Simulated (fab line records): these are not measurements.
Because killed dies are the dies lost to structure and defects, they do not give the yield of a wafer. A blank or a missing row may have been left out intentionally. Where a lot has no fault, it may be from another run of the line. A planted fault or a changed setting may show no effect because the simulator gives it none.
fab line records	flow sky130
[record] lots = 6	wafers = 18	last_day = 50
route steps=708 shown METAL5@665 PASSIVATION@681 PAD_OPEN@694
lots that met no fault: from a run of the same line without faults
start_h: hours from the record's opening day to when the first of the lot's shown wafers began	wait_h: hours since the lot's step before	" as in the row above	L1.1+2: several wafers, shown together as one row	- value missing, or start not given	* or withheld: withheld	< > ~ a bound
route shown NAME@n: a module of which the file shows steps, and the number in the route of the first	usual: mean/standard deviation of fault-free wafers	same: alike in all rows	chamber/n: place in a boat	sites: each site's reading	_std_site: the standard deviation of these	_edge_site: the outer-site mean with the inner-site mean subtracted	radius_mm: for every site, how far away it sits from the centre of the wafer	mask NAME#n: copy n	behind: tool/chamber where the wafer was last shaped	hold: what put the lot on hold/how long, in hours/how the hold closed	device: the transistor (n, p or np) that didn't switch	end of line: tests of these same wafers at the route's end	step lacking rows: just its recipe	killed: dies lost to structure and defects at the first sort, not the wafer's yield	map: the dies of a wafer, with x for killed, . for not killed, _ for no die there
set.NAME: setting as actually run; set.NAME@STEP: the setting as run at that earlier step	model.NAME: the simulator's own value behind a step, which no gauge read
lots at selected steps of the route; one table per step, one row per wafer
services: from which hour (start_h, from the record's first day; less than 0 if before it) a tool's chamber was out of use, for how many hours, and why
[[steps]]
[step SKY_METAL5_SPUTTER_04]
[recipe] material = TiN	target_thk_nm = 70	power_w = 6500	time_s = 58.3	chamber_pressure_pa = 0.4
[usual] throttle_valve_pct = 30.0/0.79
lot.wafer	tool	chamber	start_h	wait_h	throttle_valve_pct
L640.1	pvd_sputter-03	-	1016.09	0.0	29.0
L640.5	"	-	"	"	28.9
L640.6	"	-	"	"	28.9
L653.2	pvd_sputter-04	-	1107.77	0.0	30.7
L653.4	"	-	"	"	30.1
L653.6	"	-	"	"	29.1
L654.1	pvd_sputter-04	-	1111.80	0.0	30.6
L654.2	"	-	"	"	29.8
L654.4	"	-	"	"	29.5
L655.3	pvd_sputter-02	-	1113.21	0.0	29.9
L655.4	"	-	"	"	29.8
L655.5	"	-	"	"	28.9
L657.1	pvd_sputter-02	-	1123.17	0.0	29.9
L657.5	"	-	"	"	29.8
L657.6	"	-	"	"	30.7
L661.3	pvd_sputter-02	-	1148.87	0.0	30.7
L661.5	"	-	"	"	29.0
L661.6	"	-	"	"	30.6
[step SKY_METAL5_RS_MEAS_05]
[recipe] thk_meas_gauge = four-point-probe	reads = TiN_of_METAL5_SPUTTER_04+Ti_of_METAL5_SPUTTER_03+AlCu_of_METAL5_SPUTTER_02+TiN_of_METAL5_SPUTTER_01+Ti_of_METAL5_SPUTTER_00
[usual] METAL5_ALCU_RS = 0.02707/0.00028
lot.wafer	tool	chamber	start_h	wait_h	METAL5_ALCU_RS[ohm/sq]
L640.1	film_metro-04	-	1016.14	0.0	0.02668
L640.5	"	-	"	"	0.0267
L640.6	"	-	"	"	0.02691
L653.2	film_metro-01	-	1107.84	0.0	0.02701
L653.4	"	-	"	"	0.02705
L653.6	"	-	"	"	0.02678
L654.1	film_metro-04	-	1111.85	0.0	0.02719
L654.2	"	-	"	"	0.02746
L654.4	"	-	"	"	0.02713
L655.3	film_metro-02	-	1113.30	0.1	0.02726
L655.4	"	-	"	"	0.02734
L655.5	"	-	"	"	0.02694
L657.1	film_metro-04	-	1123.22	0.0	0.02707
L657.5	"	-	"	"	0.027
L657.6	"	-	"	"	0.02738
L661.3	film_metro-04	-	1148.96	0.1	0.02691
L661.5	"	-	"	"	0.02689
L661.6	"	-	"	"	0.02741
[step SKY_METAL5_THK_MEAS_06]
[recipe] thk_meas_gauge = xrf	reads = AlCu_of_METAL5_SPUTTER_02
[usual] METAL5_ALCU_THK = 1159/13
lot.wafer	tool	chamber	start_h	wait_h	METAL5_ALCU_THK[nm]
L640.1	film_metro-04	-	1016.26	0.1	1171
L640.5	"	-	"	"	1169
L640.6	"	-	"	"	1165
L653.2	film_metro-01	-	1107.95	0.1	1154
L653.4	"	-	"	"	1147
L653.6	"	-	"	"	1173
L654.1	film_metro-04	-	1111.97	0.1	1155
L654.2	"	-	"	"	1142
L654.4	"	-	"	"	1158
L655.3	film_metro-02	-	1113.40	0.1	1170
L655.4	"	-	"	"	1161
L655.5	"	-	"	"	1185
L657.1	film_metro-04	-	1123.34	0.1	1151
L657.5	"	-	"	"	1163
L657.6	"	-	"	"	1148
L661.3	film_metro-04	-	1149.06	0.1	1171
L661.5	"	-	"	"	1174
L661.6	"	-	"	"	1152
[step SKY_METAL5_DEHYDRATE_07]
[recipe] temp_c = 200	time_s = 60
[step SKY_METAL5_HMDS_08]
[recipe] prime_time_s = 60	prime_temp_c = 120
[step SKY_METAL5_COAT_09]
[recipe] resist = NOVOLAK	spin_rpm = 3000	resist_thk_nm = 1800
[step SKY_METAL5_SOFTBAKE_10]
[recipe] temp_c = 90	time_s = 60	resist = NOVOLAK
[step SKY_METAL5_EXPOSE_11]
[recipe] mask_id = MM5	na = 0.6	source_shape = conventional	sigma_outer = 0.6	polarization = unpolarized	target_cd_nm = 1600	dose_mj = 190
[step SKY_METAL5_PEB_12]
[recipe] temp_c = withheld	time_s = *	resist = NOVOLAK
[step SKY_METAL5_DEVELOP_13]
[recipe] resist = NOVOLAK	developer = TMAH	develop_time_s = 60	dev_temp_c = 23
[step SKY_METAL5_DESCUM_14]
[recipe] chemistry = O2	source_power_w = 150	bias_power_w = 0	pressure_mtorr = 10	temp_c = 40	time_s = 11
[usual] chamber_pressure_mTorr = 10.000/0.0097	drypump_motor_current_A = 6.0/0.53	oes_product_au = 0.997/0.012
lot.wafer	tool	chamber	start_h	wait_h	chamber_pressure_mTorr	drypump_motor_current_A	oes_product_au	rf_hours_counter_h
L640.1	rie_metal-02	0	1039.17	0.1	9.998	5.8	1.000	7
L640.5	"	0	"	"	10.012	5.8	0.996	-
L640.6	"	1	"	"	10.001	6.4	1.004	-
L653.2	rie_metal-03	0	1126.77	0.1	9.990	5.9	1.007	21
L653.4	"	0	"	"	9.995	5.9	0.993	-
L653.6	"	1	"	"	10.016	6.7	1.006	-
L654.1	rie_metal-04	0	1131.51	0.1	10.001	5.1	1.000	27
L654.2	"	1	"	"	9.991	6.1	0.986	14
L654.4	"	1	"	"	10.004	6.1	0.986	-
L655.3	rie_metal-02	1	1132.33	0.1	9.995	6.4	1.012	-
L655.4	"	0	"	"	10.002	5.8	1.005	-
L655.5	"	0	"	"	9.985	5.8	1.008	-
L657.1	rie_metal-04	0	1141.37	0.1	10.006	5.1	0.988	29
L657.5	"	1	"	"	9.999	6.1	0.984	-
L657.6	"	0	"	"	10.017	5.1	0.986	-
L661.3	rie_metal-04	1	1166.44	0.1	9.994	6.1	0.974	-
L661.5	"	1	"	"	9.999	6.1	0.964	-
L661.6	"	1	"	"	9.998	6.1	0.977	-
[step SKY_METAL5_METAL_ETCH_15]
[recipe] target_depth_a = 12600	stop_on = SiO2	over_etch_frac = 0.2	time_s = 252	chemistry = Cl2/BCl3	resist_sidewall_deg = 86	pressure_mtorr = 10	icp_w = 900	bias_w = 48.5	Cl2_flow_sccm = 60	bcl3_flow_sccm = 30
[step SKY_METAL5_STRIP_16]
[recipe] chemistry = O2/N2	power_w = 1400	pressure_mtorr = 1500	platen_temp_c = withheld	o2_flow_sccm = 3000	n2_flow_sccm = 300	overash_fraction = 0.5
[usual] chamber_pressure_mTorr = 1499.9/1.6	drypump_motor_current_A = 5.8/0.58	oes_product_au = 0.710/0.0045	strip_time_to_endpoint_s = 13.08/0.16
lot.wafer	tool	chamber	start_h	wait_h	chamber_pressure_mTorr	drypump_motor_current_A	oes_product_au	rf_hours_counter_h	strip_time_to_endpoint_s
L640.1	plasma_asher-04	0	1039.44	0.2	1500.4	6.6	0.715	120	12.89
L640.5	"	1	"	"	1499.7	6.7	0.716	-	12.86
L640.6	"	0	"	"	1500.1	6.6	0.718	-	13.00
L653.2	plasma_asher-02	0	1127.04	0.2	1501.0	5.7	0.712	69	13.06
L653.4	"	0	"	"	1501.8	5.7	0.710	-	12.94
L653.6	"	0	"	"	1501.5	5.7	0.702	-	12.87
L654.1	plasma_asher-02	0	1131.78	0.2	1498.7	5.7	0.712	70	13.03
L654.2	"	1	"	"	1498.7	5.7	0.700	70	13.28
L654.4	"	1	"	"	1498.3	5.7	0.705	-	13.25
L655.3	plasma_asher-02	1	1132.63	0.1	1499.6	5.7	0.707	-	13.02
L655.4	"	0	"	"	1502.6	5.7	0.713	-	13.11
L655.5	"	1	"	"	1498.1	5.7	0.707	-	13.05
L657.1	plasma_asher-03	0	1141.64	0.2	1499.5	4.9	0.710	38	13.19
L657.5	"	1	"	"	1499.3	6.0	0.717	-	13.47
L657.6	"	0	"	"	1501.3	4.9	0.709	-	13.25
L661.3	plasma_asher-03	1	1166.99	0.3	1499.8	6.0	0.709	-	13.38
L661.5	"	0	"	"	1500.1	4.9	0.715	-	13.43
L661.6	"	1	"	"	1498.5	6.0	0.708	-	13.32
[step SKY_METAL5_STRIP_17]
[recipe] chemistry = post_etch_residue_remover	time_s = 1200	temp_c = 72.5
[step SKY_METAL5_CLEAN_18]
[recipe] chemistry = IPA	time_s = 180	temp_c = 25
[step SKY_METAL5_CLEAN_19]
[recipe] chemistry = O3/DIW	dry = n2_spin
[step SKY_PASSIVATION_CVD_00]
[recipe] material = SiO2	target_thk_nm = 90	temp_c = 400	time_s = withheld	rf_w = 600
[step SKY_PASSIVATION_THK_MEAS_01]
[recipe] reads = SiO2_of_PASSIVATION_CVD_00
[usual] PASSIVATION_CVD_00_THK = 89.6/1.2
lot.wafer	tool	chamber	start_h	wait_h	PASSIVATION_CVD_00_THK[nm]
L640.1	film_metro-01	-	1040.07	-	87.4
L640.5	"	-	"	"	88.4
L640.6	"	-	"	"	88.8
L653.2	film_metro-01	-	1127.78	-	89.5
L653.4	"	-	"	"	90.5
L653.6	"	-	"	"	90.6
L654.1	film_metro-03	-	1132.44	-	88.8
L654.2	"	-	"	"	88.9
L654.4	"	-	"	"	89.8
L655.3	film_metro-02	-	1133.74	-	88.7
L655.4	"	-	"	"	90.7
L655.5	"	-	"	"	90.5
L657.1	film_metro-03	-	1142.26	-	88.5
L657.5	"	-	"	"	90.0
L657.6	"	-	"	"	91.2
L661.3	film_metro-01	-	1167.59	-	90.0
L661.5	"	-	"	"	90.2
L661.6	"	-	"	"	91.4
[step SKY_PASSIVATION_CVD_02]
[recipe] material = Si3N4	target_thk_nm = 540	temp_c = 400	time_s = withheld	rf_w = 450
[usual] heater_power_w = 705/98
lot.wafer	tool	chamber	start_h	wait_h	heater_power_w
L640.1	pecvd-03	1	1040.13	0.1	694
L640.5	"	1	"	"	699
L640.6	"	2	"	"	599
L653.2	pecvd-03	1	1127.83	0.0	707
L653.4	"	0	"	"	714
L653.6	"	1	"	"	710
L654.1	pecvd-04	0	1132.50	0.1	879
L654.2	"	1	"	"	622
L654.4	"	1	"	"	671
L655.3	pecvd-01	0	1133.78	0.0	646
L655.4	"	1	"	"	722
L655.5	"	2	"	"	563
L657.1	pecvd-01	2	1142.32	0.1	541
L657.5	"	0	"	"	643
L657.6	"	2	"	"	566
L661.3	pecvd-01	2	1167.63	0.0	582
L661.5	"	2	"	"	595
L661.6	"	0	"	"	728
[step SKY_PASSIVATION_THK_MEAS_03]
[recipe] reads = Si3N4_of_PASSIVATION_CVD_02
[usual] PASSIVATION_CVD_02_THK = 536/7.3
lot.wafer	tool	chamber	start_h	wait_h	PASSIVATION_CVD_02_THK[nm]
L640.1	film_metro-03	-	1040.36	-	526
L640.5	"	-	"	"	537
L640.6	"	-	"	"	535
L653.2	film_metro-03	-	1128.07	-	526
L653.4	"	-	"	"	534
L653.6	"	-	"	"	530
L654.1	film_metro-01	-	1132.73	-	534
L654.2	"	-	"	"	537
L654.4	"	-	"	"	546
L655.3	film_metro-03	-	1134.02	-	542
L655.4	"	-	"	"	542
L655.5	"	-	"	"	554
L657.1	film_metro-01	-	1142.54	-	538
L657.5	"	-	"	"	545
L657.6	"	-	"	"	550
L661.3	film_metro-03	-	1167.87	-	543
L661.5	"	-	"	"	549
L661.6	"	-	"	"	551
[step SKY_PASSIVATION_DEHYDRATE_04]
[recipe] temp_c = 200	time_s = 60
[step SKY_PASSIVATION_HMDS_05]
[recipe] prime_time_s = 60	prime_temp_c = 120
[step SKY_PASSIVATION_COAT_06]
[recipe] spin_rpm = 2000	resist_thk_nm = 3000
[step SKY_PASSIVATION_SOFTBAKE_07]
[recipe] temp_c = 110	time_s = withheld
[step SKY_PASSIVATION_EXPOSE_08]
[recipe] mask_id = NSM	target_cd_nm = 3000	na = 0.57	dose_mj = 260
[step SKY_PASSIVATION_PEB_09]
[recipe] temp_c = 115	time_s = withheld
[step SKY_PASSIVATION_DEVELOP_10]
[recipe] develop_time_s = 60	dev_temp_c = 23
[step SKY_PASSIVATION_ETCH_11]
[recipe] chemistry = CF4/O2	target_depth_nm = 725	stop_on = AlCu	source_w = 800	bias_w = 150	pressure_mtorr = 150	cf4_flow_sccm = 80	O2_flow_sccm = 10	time_s = 161.1
[usual] bias_w = 149.9/0.47	chamber_pressure_mTorr = 150.01/0.14	drypump_motor_current_A = 5.7/0.4	oes_product_au = 0.974/0.0078	throttle_valve_pct = 5.964/0.0094
lot.wafer	tool	chamber	start_h	wait_h	bias_w	chamber_pressure_mTorr	drypump_motor_current_A	oes_product_au	rf_hours_counter_h	throttle_valve_pct
L640.1	rie_diel-03	2	1061.96	-	149.5	150.09	5.8	0.969	6	5.964
L640.5	"	1	"	"	149.9	149.87	6.0	0.974	-	5.970
L640.6	"	0	"	"	150.3	150.14	5.3	0.982	-	5.962
L653.2	rie_diel-04	3	1146.51	-	150.5	149.94	5.8	0.955	21	5.960
L653.4	"	2	"	"	150.2	149.99	6.6	0.969	10	5.961
L653.6	"	3	"	"	149.7	149.99	5.8	0.966	-	5.965
L654.1	rie_diel-04	0	1150.46	-	150.5	150.00	5.7	0.966	23	5.958
L654.2	"	3	"	"	150.2	150.01	5.8	0.972	21	5.966
L654.4	"	1	"	"	149.1	150.01	5.7	0.986	14	5.965
L655.3	rie_diel-03	3	1151.72	-	149.8	149.95	6.1	0.979	22	5.966
L655.4	"	2	"	"	149.8	149.67	5.9	0.975	10	5.952
L655.5	"	3	"	"	150.1	149.72	6.1	0.983	-	5.969
L657.1	rie_diel-04	0	1160.31	-	149.9	150.06	5.7	0.977	24	5.982
L657.5	"	1	"	"	150.1	149.79	5.7	0.985	-	5.963
L657.6	"	2	"	"	150.3	150.02	6.7	0.979	-	5.966
L661.3	rie_diel-01	3	1184.17	-	149.7	149.77	5.6	0.980	9	5.961
L661.5	"	0	"	"	150.2	150.12	5.2	0.981	-	5.962
L661.6	"	3	"	"	149.6	150.03	5.6	0.988	-	5.981
[step SKY_PASSIVATION_STRIP_12]
[recipe] chemistry = O2/N2	power_w = 1400	pressure_mtorr = 1500	platen_temp_c = withheld	overash_fraction = 0.7	o2_flow_sccm = 3000	n2_flow_sccm = 300
[step SKY_PAD_OPEN_DEHYDRATE_00]
[recipe] temp_c = 200	time_s = 60
[step SKY_PAD_OPEN_HMDS_01]
[recipe] prime_time_s = 60	prime_temp_c = 120
[step SKY_PAD_OPEN_COAT_02]
[recipe] spin_rpm = 2000	resist_thk_nm = 3000
[step SKY_PAD_OPEN_SOFTBAKE_03]
[recipe] temp_c = 110	time_s = withheld
[step SKY_PAD_OPEN_EXPOSE_04]
[recipe] mask_id = PDM	target_cd_nm = 60000	na = 0.57	dose_mj = 260
[step SKY_PAD_OPEN_PEB_05]
[recipe] temp_c = 115	time_s = withheld
[step SKY_PAD_OPEN_DEVELOP_06]
[recipe] develop_time_s = 60	dev_temp_c = 23
[step SKY_PAD_OPEN_ETCH_07]
[recipe] chemistry = CF4/O2	target_depth_nm = 725	stop_on = AlCu	source_w = 800	bias_w = 150	pressure_mtorr = 150	cf4_flow_sccm = 80	O2_flow_sccm = 10	time_s = 161.1
[step SKY_PAD_OPEN_STRIP_08]
[recipe] chemistry = O2/N2	power_w = 1400	pressure_mtorr = 1500	platen_temp_c = withheld	overash_fraction = 0.7	o2_flow_sccm = 3000	n2_flow_sccm = 300
[usual] chamber_pressure_mTorr = 1500.0/1.4	drypump_motor_current_A = 5.5/0.57	oes_product_au = 0.663/0.005	strip_time_to_endpoint_s = 37.04/0.081
lot.wafer	tool	chamber	start_h	wait_h	chamber_pressure_mTorr	drypump_motor_current_A	oes_product_au	rf_hours_counter_h	strip_time_to_endpoint_s
L640.1	plasma_asher-01	1	1083.12	0.1	1500.0	6.3	0.663	96	37.08
L640.5	"	1	"	"	1498.3	6.3	0.663	-	37.01
L640.6	"	0	"	"	1498.9	4.7	0.663	-	37.15
L653.2	plasma_asher-03	0	1164.38	0.1	1501.5	4.9	0.663	40	37.12
L653.4	"	0	"	"	1500.6	4.9	0.663	-	37.05
L653.6	"	1	"	"	1497.3	6.0	0.665	-	37.03
L654.1	plasma_asher-03	1	1168.47	0.1	1499.4	6.0	0.665	40	36.97
L654.2	"	0	"	"	1500.9	4.9	0.666	40	36.97
L654.4	"	1	"	"	1500.3	5.9	0.653	-	36.86
L655.3	plasma_asher-03	0	1169.51	0.1	1502.0	4.9	0.669	-	37.12
L655.4	"	1	"	"	1499.7	6.0	0.660	-	37.12
L655.5	"	1	"	"	1500.1	6.0	0.672	-	37.13
L657.1	plasma_asher-03	1	1177.62	0.1	1500.7	6.0	0.663	41	36.94
L657.5	"	1	"	"	1499.8	6.0	0.664	-	37.03
L657.6	"	0	"	"	1498.9	4.9	0.663	-	37.07
L661.3	plasma_asher-01	1	1200.10	0.1	1498.6	6.3	0.676	-	37.05
L661.5	"	1	"	"	1497.6	6.3	0.660	-	37.09
L661.6	"	0	"	"	1499.2	4.7	0.668	-	37.08
[step SKY_PAD_OPEN_STRIP_09]
[recipe] chemistry = post_etch_residue_remover	time_s = 1200	temp_c = 72.5
[step SKY_PAD_OPEN_CLEAN_10]
[recipe] chemistry = IPA	time_s = 180	temp_c = 25
[step SKY_PAD_OPEN_CLEAN_11]
[recipe] chemistry = O3/DIW	dry = n2_spin
[step SKY_PAD_OPEN_ANNEAL_12]
[recipe] temp_c = 400	time_s = withheld	ambient = N2/H2	idle_temp_c = 300	ramp_up_c_per_min = 8	ramp_down_c_per_min = 4
[step SKY_PAD_OPEN_PROBE_99]
[usual] defect_limited_yield = 82.5/1.9	killed_at_M0_to_M3 = 43/6.7	killed_at_M4_up = 3.2/1.9	killed_at_contacts = 24/5.9	killed_at_front_end = 15/4.1	killed_at_other = 0.3/0.56	killed_dies = 86/9.5	killed_on_rim = 17/3.7	killed_open = 47/7.4	killed_short = 39/5.5	sort_bin_3_pad_short = 0.8/0.4	sort_bin_5_function = 10.4/1.4	sort_bin_6_memory = 6.2/1.2	sort_n_pass = 406/9.5	sort_yield_pct = 82.5/1.9
[same] gross_dies = 492	killed_at_back_side = 0	sort_bin_4_leakage[%] = 0	sort_bin_8_speed[%] = 0
lot.wafer	tool	chamber	start_h	wait_h	defect_limited_yield[%]	killed_at_M0_to_M3	killed_at_M4_up	killed_at_contacts	killed_at_front_end	killed_at_other	killed_dies	killed_on_rim	killed_open	killed_short	sort_bin_3_pad_short[%]	sort_bin_5_function[%]	sort_bin_6_memory[%]	sort_n_pass	sort_yield_pct[%]	model.etest.tester.sort_n_pass	model.etest.tester.sort_yield_pct	model.etest.tester.sort_bin_5_pct	model.etest.tester.sort_bin_3_pct
L640.1	prober-01	-	1085.42	0.1	80.3	57	1	27	9	3	97	14	53	44	1.6	11.6	6.5	395	80.3	395	80.28	11.59	1.626
L640.5	prober-01	-	1085.62	0.2	80.5	39	2	34	20	1	96	23	61	35	0.2	14.0	5.3	396	80.5	396	80.49	14.02	0.2033
L640.6	prober-01	-	1085.67	0.2	78.0	45	3	40	19	1	108	21	57	51	0.6	12.0	9.3	384	78.0	384	78.05	11.99	0.6098
L653.2	prober-02	-	1166.64	0.1	78.3	43	3	36	25	0	107	16	60	47	1.4	13.2	7.1	385	78.3	385	78.25	13.21	1.423
L653.4	prober-02	-	1166.74	0.2	80.5	42	4	30	20	0	96	13	52	44	0.6	12.6	6.3	396	80.5	396	80.49	12.6	0.6098
L653.6	prober-02	-	1166.84	0.2	81.1	49	0	28	16	0	93	25	46	47	0.2	11.8	6.9	399	81.1	399	81.1	11.79	0.2033
L654.1	prober-01	-	1170.68	0.1	83.3	42	4	15	20	1	82	17	45	37	1.4	11.6	3.7	410	83.3	410	83.33	11.59	1.423
L654.2	prober-01	-	1170.73	0.1	74.6	58	31	21	13	2	125	31	51	45	4.1	13.8	7.5	367	74.6	367	74.59	13.82	4.065
L654.4	prober-01	-	1170.83	0.2	76.8	47	26	22	18	1	114	19	48	40	2.0	13.8	7.3	378	76.8	378	76.83	13.82	2.033
L655.3	prober-02	-	1171.78	0.2	80.9	47	26	12	9	0	94	29	38	30	2.6	11.8	4.7	398	80.9	398	80.89	11.79	2.642
L655.4	prober-02	-	1171.83	0.2	82.5	42	3	21	20	0	86	14	48	38	0.8	10.8	5.9	406	82.5	406	82.52	10.77	0.813
L655.5	prober-02	-	1171.88	0.2	80.3	45	28	10	13	1	97	28	37	34	1.8	13.2	4.7	395	80.3	395	80.28	13.21	1.829
L657.1	prober-02	-	1179.83	0.1	82.1	41	5	21	21	0	88	16	53	35	1.2	11.0	5.7	404	82.1	404	82.11	10.98	1.22
L657.5	prober-02	-	1180.03	0.2	82.5	47	3	22	13	1	86	17	43	43	1.0	10.8	5.7	406	82.5	406	82.52	10.77	1.016
L657.6	prober-02	-	1180.08	0.2	82.7	49	2	20	13	1	85	15	45	40	0.4	10.8	6.1	407	82.7	407	82.72	10.77	0.4065
L661.3	prober-02	-	1202.42	0.2	83.7	40	1	21	17	1	80	27	44	36	0.4	10.4	5.5	412	83.7	412	83.74	10.37	0.4065
L661.5	prober-02	-	1202.52	0.2	83.7	47	1	20	12	0	80	14	36	44	1.6	9.3	5.3	412	83.7	412	83.74	9.35	1.626
L661.6	prober-02	-	1202.57	0.2	82.3	47	3	23	14	0	87	19	53	34	0.6	11.2	5.9	405	82.3	405	82.32	11.18	0.6098
// killed by level:class
L640.1 VIA1:geometric_particle:open=14 VIA3:geometric_particle:open=10 METAL1:geometric_particle:short=8 METAL2:geometric_particle:short=8 LI_CONTACT:geometric_particle:short=7 CONTACT:geometric_particle:open=7 VIA1:geometric_particle:short=7 CONTACT:geometric_particle:short=4
L640.5 LI_CONTACT:geometric_particle:open=13 CONTACT:geometric_particle:open=12 FIELD_ISO:geometric_particle:open=9 VIA1:geometric_particle:open=8 METAL1:geometric_particle:short=7 VIA2:geometric_particle:open=5 VIA3:geometric_particle:open=5 METAL3:geometric_particle:short=4
L640.6 LI_CONTACT:geometric_particle:open=11 VIA1:geometric_particle:open=11 CONTACT:geometric_particle:open=10 LOCAL_INTERCONNECT:geometric_particle:short=9 VIA1:geometric_particle:short=8 VIA2:geometric_particle:open=7 METAL1:geometric_particle:short=6 VIA3:geometric_particle:open=5
L653.2 CONTACT:geometric_particle:open=14 LI_CONTACT:geometric_particle:open=10 VIA1:geometric_particle:open=8 VIA3:geometric_particle:open=7 POLY_GATE:geometric_particle:short=7 VIA1:geometric_particle:short=6 POLY_GATE:geometric_particle:open=6 CONTACT:geometric_particle:short=6
L653.4 VIA1:geometric_particle:open=14 CONTACT:geometric_particle:open=11 VIA1:geometric_particle:short=8 CONTACT:geometric_particle:short=7 METAL1:geometric_particle:short=6 LI_CONTACT:geometric_particle:open=5 FIELD_ISO:geometric_particle:open=4 POLY_GATE:geometric_particle:open=4
L653.6 LI_CONTACT:geometric_particle:open=9 VIA1:geometric_particle:open=9 CONTACT:geometric_particle:open=8 VIA1:geometric_particle:short=7 METAL2:geometric_particle:short=6 VIA3:geometric_particle:open=6 POLY_GATE:geometric_particle:short=5 VIA2:geometric_particle:short=5
L654.1 VIA1:geometric_particle:open=12 POLY_GATE:geometric_particle:short=7 VIA2:geometric_particle:open=7 CONTACT:geometric_particle:open=6 METAL1:geometric_particle:short=5 CONTACT:geometric_particle:short=5 POLY_GATE:geometric_particle:open=4 VIA1:geometric_particle:short=4
L654.2 METAL5:unspecified=29 VIA1:geometric_particle:open=10 LI_CONTACT:geometric_particle:open=9 VIA3:geometric_particle:open=9 METAL3:geometric_particle:short=9 METAL1:geometric_particle:short=7 VIA2:geometric_particle:open=6 CONTACT:geometric_particle:open=5
L654.4 METAL5:unspecified=26 CONTACT:geometric_particle:open=9 VIA2:geometric_particle:open=8 POLY_GATE:geometric_particle:short=7 LI_CONTACT:geometric_particle:open=6 METAL1:geometric_particle:short=6 METAL2:geometric_particle:short=6 VIA3:geometric_particle:open=5
L655.3 METAL5:unspecified=26 VIA1:geometric_particle:open=9 VIA2:geometric_particle:open=9 LI_CONTACT:geometric_particle:open=7 VIA3:geometric_particle:open=6 METAL2:geometric_particle:short=5 METAL3:geometric_particle:short=5 VIA1:geometric_particle:short=4
L655.4 VIA1:geometric_particle:open=11 CONTACT:geometric_particle:short=8 FIELD_ISO:geometric_particle:short=7 VIA3:geometric_particle:open=6 CONTACT:geometric_particle:open=6 VIA2:geometric_particle:open=6 METAL1:geometric_particle:short=5 POLY_GATE:geometric_particle:short=4
L655.5 METAL5:unspecified=26 VIA2:geometric_particle:open=13 VIA1:geometric_particle:open=7 VIA1:geometric_particle:short=6 METAL2:geometric_particle:short=4 FIELD_ISO:geometric_particle:open=3 POLY_GATE:geometric_particle:short=3 VIA2:geometric_particle:short=3
L657.1 VIA1:geometric_particle:open=11 VIA3:geometric_particle:open=10 CONTACT:geometric_particle:open=7 LI_CONTACT:geometric_particle:open=7 METAL2:geometric_particle:short=7 SPACER:geometric_particle:open=5 CONTACT:geometric_particle:short=5 FIELD_ISO:geometric_particle:short=4
L657.5 VIA1:geometric_particle:open=10 METAL1:geometric_particle:short=8 CONTACT:geometric_particle:open=8 LI_CONTACT:geometric_particle:open=6 FIELD_ISO:geometric_particle:open=4 METAL2:geometric_particle:short=4 METAL1:geometric_particle:open=4 VIA1:geometric_particle:short=4
L657.6 VIA1:geometric_particle:open=14 LI_CONTACT:geometric_particle:open=8 VIA1:geometric_particle:short=6 METAL3:geometric_particle:short=5 LOCAL_INTERCONNECT:geometric_particle:short=5 CONTACT:geometric_particle:open=5 METAL2:geometric_particle:short=5 VIA3:geometric_particle:open=5
L661.3 CONTACT:geometric_particle:open=9 VIA2:geometric_particle:open=7 VIA1:geometric_particle:open=6 VIA1:geometric_particle:short=6 VIA3:geometric_particle:open=6 METAL2:geometric_particle:short=6 FIELD_ISO:geometric_particle:short=5 LI_CONTACT:geometric_particle:open=4
L661.5 VIA2:geometric_particle:open=10 METAL2:geometric_particle:short=9 VIA3:geometric_particle:open=9 CONTACT:geometric_particle:open=8 METAL1:geometric_particle:short=7 LOCAL_INTERCONNECT:geometric_particle:short=4 VIA1:geometric_particle:short=4 METAL3:geometric_particle:short=4
L661.6 VIA1:geometric_particle:open=13 CONTACT:geometric_particle:open=12 POLY_GATE:geometric_particle:open=7 LI_CONTACT:geometric_particle:open=7 VIA3:geometric_particle:open=5 METAL1:geometric_particle:short=5 VIA2:geometric_particle:open=5 VIA1:geometric_particle:short=4
// map L654.2 (x killed, . not)
__________x.x..x..xx_________
________....x...xxxxxx_______
______.x.....xx.xxxxxxxx_____
_____........x...xxxxxxxx____
____........x.....x.xxxx..___
___x....xxx.x.......xx....x__
__.x..x....x.x.......x.x..x._
_.............x....x...xx...x
_.........x.x.x.x..x.xx...xx.
_...x....x..x....x.....x....x
_.x............x.............
_x.........x...xx...x..xx...x
_...............x...x...x....
_............x.....x.........
_..x...x.x....x...xxx....xxxx
__.x.......x....x.........x._
___....x..x........x.......__
____.......x.x.x.x...x.x..___
_____....xx.x.........xx.____
______x.x....x...x....x._____
________.x.....x.x...._______
__________.........._________
// map L655.5 (x killed, . not)
__________.x..x.xxxx_________
________x....x...xxxxx_______
______...........xxxxxxx_____
_____..............xxxxxx____
____...............x.xxxx.___
___..........x.........x..x__
__.................x......xx_
_....x................x.x....
_..x..x............xxx.......
_x...xx..x......x.x......x...
_....xx.x....x.......x.......
_.............x..............
_..........xx..x.....x....x..
_..x...............x.........
_......x.......x.x.........xx
__.............x.x....x..x.._
___..x.....................__
____..x..x....x..x....xx..___
_____............x.....x.____
______....x.x..xxx.x.x.x_____
________x.x.x.x...x..._______
__________.....x...._________
[[services]]
tool	chamber	start_h	hours	kind
pecvd-03	2	1001.76	23.7	repair
rie_metal-02	1	1005.55	6.0	repair
rie_metal-03	-	1007.54	1.5	repair
pecvd-03	1	1017.23	4.1	repair
pecvd-04	-	1025.43	1.2	repair
plasma_asher-02	-	1029.89	1.2	repair
rie_diel-03	3	1040.74	7.6	repair
rie_diel-04	-	1046.72	14.6	pm
pecvd-03	-	1047.68	6.0	pm
plasma_asher-04	-	1055.25	9.0	pm
rie_diel-03	3	1057.69	3.9	repair
pvd_sputter-04	-	1069.63	5.3	repair
pvd_sputter-03	-	1075.49	11.1	repair
pecvd-01	-	1085.50	2.8	pm
rie_diel-03	1	1109.17	4.7	repair
rie_diel-03	0	1119.20	1.6	repair
plasma_asher-03	-	1120.43	19.1	repair
pecvd-01	1	1120.64	6.3	repair
pvd_sputter-04	-	1132.14	4.7	repair
rie_metal-04	1	1133.55	2.5	repair
rie_diel-03	0	1140.84	6.2	repair
rie_metal-04	-	1145.15	2.8	pm
pvd_sputter-04	-	1154.21	3.7	repair
rie_diel-04	-	1171.18	0.3	repair
[[key]]
[first_sign] step = SKY_PAD_OPEN_PROBE_99	reading = killed_at_M4_up	direction = up	sigmas = 13	usual = 3.2	struck = 27.8
[effect] step = SKY_PAD_OPEN_PROBE_99	reading = sort_bin_3_pad_short	direction = up	sigmas = 4.5	usual = 0.8	struck = 2.6
[model_effect] step = SKY_PAD_OPEN_PROBE_99	value = etest.tester.sort_n_pass	without = 408	struck = 384.5
met_at SKY_METAL5_STRIP_16
struck_wafers L654.2,L654.4,L655.3,L655.5
[fault] kind = chamber_particle_source	tool = plasma_asher-02	chamber = 1	onset_h = 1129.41	steps = SKY_METAL5_STRIP_16	rate_per_visit_cm2 = 1.027	end_h = 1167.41
